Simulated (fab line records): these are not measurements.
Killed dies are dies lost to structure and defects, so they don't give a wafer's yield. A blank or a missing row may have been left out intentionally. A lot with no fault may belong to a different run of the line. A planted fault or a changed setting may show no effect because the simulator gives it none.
Which tool did it?    flow sky130    11 lots, 33 wafers sampled, at 3 steps of a route of 708

== WHAT EACH GAUGE READ, for each wafer ==
SKY_FIELD_ISO_THK_MEAS_25.
lot   measured     on             FIELD_ISO_CVD_24_THK (nm)
L297  day 2 06:17  film_metro-02  594 592 593
L298  day 2 13:30  film_metro-04  604 597 608
L299  day 2 19:55  film_metro-02  604 606 602
L300  day 3 00:13  film_metro-04  607 604 604
L302  day 3 10:16  film_metro-03  598 597 598
L308  day 4 17:20  film_metro-03  600 601 602
L312  day 5 12:47  film_metro-03  597 597 604
L315  day 6 04:28  film_metro-03  590 598 596
L317  day 6 15:14  film_metro-02  597 597 593
L319  day 7 00:47  film_metro-03  591 599 588
L320  day 7 08:06  film_metro-02  588 587 584

== WHAT TOOL EACH LOT RAN ON (gives the tool, then ch and the chambers of the sampled wafers, and finally the start) ==
lot   SKY_FIELD_ISO_ETCH_14              SKY_FIELD_ISO_ETCH_17
L297  rie_diel-04 ch 1,2,3, day 2 04:23  rie_si-02 ch 0,1,3, day 2 04:35
L298  rie_diel-03 ch 0,1, day 2 10:47    rie_si-02 ch 0,1,2, day 2 10:59
L299  rie_diel-01 ch 0,1,2, day 2 16:14  rie_si-02 ch 0,2,3, day 2 16:26
L300  rie_diel-01 ch 0,2, day 2 20:35    rie_si-01 ch 0,1,3, day 2 20:47
L302  rie_diel-03 ch 1,2,3, day 3 06:28  rie_si-02 ch 2,3, day 3 06:40
L308  rie_diel-01 ch 2,3, day 4 14:47    rie_si-02 ch 0,1,3, day 4 14:59
L312  rie_diel-03 ch 1,2, day 5 10:55    rie_si-01 ch 0,1,2, day 5 11:07
L315  rie_diel-01 ch 0,1, day 6 02:25    rie_si-01 ch 1,2,3, day 6 02:37
L317  rie_diel-03 ch 0,2, day 6 12:49    rie_si-01 ch 0,2,3, day 6 13:01
L319  rie_diel-04 ch 0,2, day 6 22:40    rie_si-01 ch 2,3, day 6 22:52
L320  rie_diel-04 ch 2,3, day 7 05:29    rie_si-01 ch 1,2,3, day 7 05:41
- SKY_FIELD_ISO_ETCH_14: etches BARC in N2/H2, stops on SiO2, time 45.9 s, target depth 60 nm.
- SKY_FIELD_ISO_ETCH_17: etches Si in HBr/Cl2/O2, target depth 342 nm, time 97.7 s.

== WHAT THE TOOLS THEMSELVES READ (means of the sampled wafers that have a number; where no wafer has one, the mark that the record gives instead) ==
SKY_FIELD_ISO_ETCH_14.
lot   tool         drypump_motor_current_A (A)  oes_product_au (a.u.)  run_length_s (s)  throttle_valve_pct (%)
L297  rie_diel-04  5.6                          0.849                  74.3              13.228
L298  rie_diel-03  6.0                          0.855                  74.4              13.231
L299  rie_diel-01  6.0                          0.858                  74.3              13.227
L300  rie_diel-01  6.0                          0.851                  74.3              13.224
L302  rie_diel-03  5.9                          0.853                  74.2              13.231
L308  rie_diel-01  5.2                          0.850                  74.0              13.227
L312  rie_diel-03  6.0                          0.853                  73.7              13.221
L315  rie_diel-01  6.1                          0.853                  74.4              13.225
L317  rie_diel-03  6.2                          0.855                  74.1              13.228
L319  rie_diel-04  5.1                          0.850                  74.2              13.229
L320  rie_diel-04  5.8                          0.855                  74.1              13.226

SKY_FIELD_ISO_ETCH_17.
lot   tool       HBr_flow_sccm (sccm)  drypump_motor_current_A (A)  he_backside_leak_sccm (sccm)  oes_product_au (a.u.)  run_length_s (s)  throttle_valve_pct (%)
L297  rie_si-02  150.1                 5.9                          2.98                          1.002                  126.0             25.652
L298  rie_si-02  149.7                 5.7                          2.88                          1.004                  126.0             25.657
L299  rie_si-02  150.2                 6.0                          2.90                          1.001                  125.8             25.651
L300  rie_si-01  149.9                 5.4                          2.81                          1.012                  125.6             25.645
L302  rie_si-02  149.7                 5.9                          2.84                          1.004                  125.8             25.657
L308  rie_si-02  149.5                 5.9                          2.90                          1.003                  122.6             25.657
L312  rie_si-01  150.1                 6.0                          2.63                          1.011                  125.8             25.657
L315  rie_si-01  150.2                 5.6                          2.61                          1.010                  125.8             25.650
L317  rie_si-01  150.0                 5.8                          2.65                          1.004                  125.4             25.646
L319  rie_si-01  150.0                 5.5                          2.62                          1.001                  125.7             25.659
L320  rie_si-01  150.2                 5.6                          2.72                          0.998                  125.8             25.652

== THE ANSWER, worked out from the rows above alone ==
Rule: usual is defined by the lots themselves. The widest of any qualifying gaps counts: lots, ordered by their means at a reading, are off when they make up no more than a third of the lots, leave a main group of 4 or more, and stand apart from it by 3 or more times the standard deviation of that group's means. A main group is skipped when, at the precision printed for the reading in the tables above, its means are all equal. Also off: a lot with no number at a reading for which 4 or more lots have one. All remaining lots with rows at the step are treated as sound. After the gauges, taken in route order, come the tools' own readings; for these a lot's mean is taken, as printed above. At the first step where some lot is off, the reading lying furthest off is the one used; lots without a number count as furthest.
Off: L308, at SKY_FIELD_ISO_ETCH_17 (run_length_s). The main group: mean 125.8 s, standard deviation 0.17.
A tool fits if, at that step or a process step before it, it ran every lot that is off, and no sound lot after the first of them. One fits: SKY_FIELD_ISO_ETCH_17 on rie_si-02. A fault onset in the window from L302 (day 3 06:40, its last sound lot) to L308 (day 4 14:59, its first lot off) fits.
The tool's own readings at SKY_FIELD_ISO_ETCH_17 bear it out: on the lots that are off they differ by more than 5 times the standard deviation of the sound lots' means. run_length_s reads 122.6 s there against 125.8 s on the sound lots.

== WHAT HAD BEEN PUT IN BY THE SIMULATOR ==
rie_si-02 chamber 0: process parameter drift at SKY_FIELD_ISO_ETCH_17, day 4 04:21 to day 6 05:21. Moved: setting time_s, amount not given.
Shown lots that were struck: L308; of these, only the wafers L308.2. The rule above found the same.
